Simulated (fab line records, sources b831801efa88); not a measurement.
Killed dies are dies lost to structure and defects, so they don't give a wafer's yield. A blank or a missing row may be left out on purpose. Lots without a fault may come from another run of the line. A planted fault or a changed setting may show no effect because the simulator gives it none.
Which tool did it? | flow gf180mcu | 11 lots, 33 wafers sampled, at 3 steps of a route of 602

WHAT THE GAUGES READ, wafer by wafer
GF_POLY_GATE_CD_MEAS_18.
lot  | measured     | on        | cd_nm (nm)
L248 | day 9 08:31  | cd_sem-02 | 281.7 284.2 281.3
L251 | day 9 23:32  | cd_sem-02 | 281.7 277.9 280.3
L252 | day 10 07:13 | cd_sem-02 | 280.1 280.1 284.9
L254 | day 10 23:22 | cd_sem-02 | - - -
L255 | day 11 07:53 | cd_sem-02 | - - -
L264 | day 13 23:16 | cd_sem-01 | 279.8 280.0 280.9
L265 | day 14 07:37 | cd_sem-02 | 278.7 277.9 281.1
L267 | day 14 22:16 | cd_sem-01 | 281.9 282.2 281.7
L269 | day 15 08:29 | cd_sem-02 | 283.7 283.9 283.3
L270 | day 15 23:23 | cd_sem-02 | 282.1 279.3 280.1
L271 | day 16 04:59 | cd_sem-02 | 281.2 280.9 283.0

WHICH TOOL RAN EACH LOT (tool, then ch and the chambers of the sampled wafers, then the start)
lot  | GF_POLY_GATE_ETCH_12               | GF_POLY_GATE_ETCH_13
L248 | rie_diel-02 ch 1,2,3, day 9 06:58  | rie_si-01 ch 2,3, day 9 07:01
L251 | rie_diel-03 ch 1,2,3, day 9 21:26  | rie_si-01 ch 1,2,3, day 9 21:29
L252 | rie_diel-04 ch 2,3, day 10 05:13   | rie_si-02 ch 0,1,2, day 10 05:16
L254 | rie_diel-04 ch 1,2, day 10 21:29   | rie_si-01 ch 0,1,2, day 10 21:32
L255 | rie_diel-03 ch 1,2,3, day 11 05:18 | rie_si-01 ch 1,2, day 11 05:21
L264 | rie_diel-02 ch 0,1,2, day 13 21:42 | rie_si-02 ch 0,1,2, day 13 21:45
L265 | rie_diel-03 ch 0,3, day 14 06:00   | rie_si-02 ch 1,2,3, day 14 06:03
L267 | rie_diel-03 ch 1,2,3, day 14 20:30 | rie_si-01 ch 0,2,3, day 14 20:33
L269 | rie_diel-03 ch 0,1,2, day 15 06:52 | rie_si-01 ch 0,3, day 15 06:53
L270 | rie_diel-04 ch 2,3, day 15 21:29   | rie_si-01 ch 0,2, day 15 21:32
L271 | rie_diel-02 ch 1,2, day 16 02:59   | rie_si-01 ch 1,2,3, day 16 03:03
- GF_POLY_GATE_ETCH_12: etches BARC in N2/H2.
- GF_POLY_GATE_ETCH_13: etches poly-Si in HBr/Cl2, stops on SiO2, target depth 198.5 nm, time 69.6 s.

THE ANSWER, worked out from the rows above alone
Rule: what is usual is taken from the lots themselves. Put in order of their means at a reading, lots are off if they are a third of the lots or fewer, leave a main group of 4 or more, and stand apart from it by a gap of 3 or more times the standard deviation of the main group's means; of several such gaps the widest counts. A main group whose means are all the same, to the digits that the tables above print for the reading, isn't used. A lot without any number at a reading at which 4 lots or more have one is off too. The other lots that the step has rows for count as sound.
Off: L254, L255, at GF_POLY_GATE_CD_MEAS_18 (cd_nm). Without a number there: L254, L255. The main group: mean 281.3 nm, standard deviation 1.3.
A tool fits if, at a process step before that reading, it ran every lot that is off, and no sound lot after the first of them. The gauges at GF_POLY_GATE_CD_MEAS_18 are tried like those tools. None of those tried fits.

WHAT THE SIMULATOR HAD PUT IN
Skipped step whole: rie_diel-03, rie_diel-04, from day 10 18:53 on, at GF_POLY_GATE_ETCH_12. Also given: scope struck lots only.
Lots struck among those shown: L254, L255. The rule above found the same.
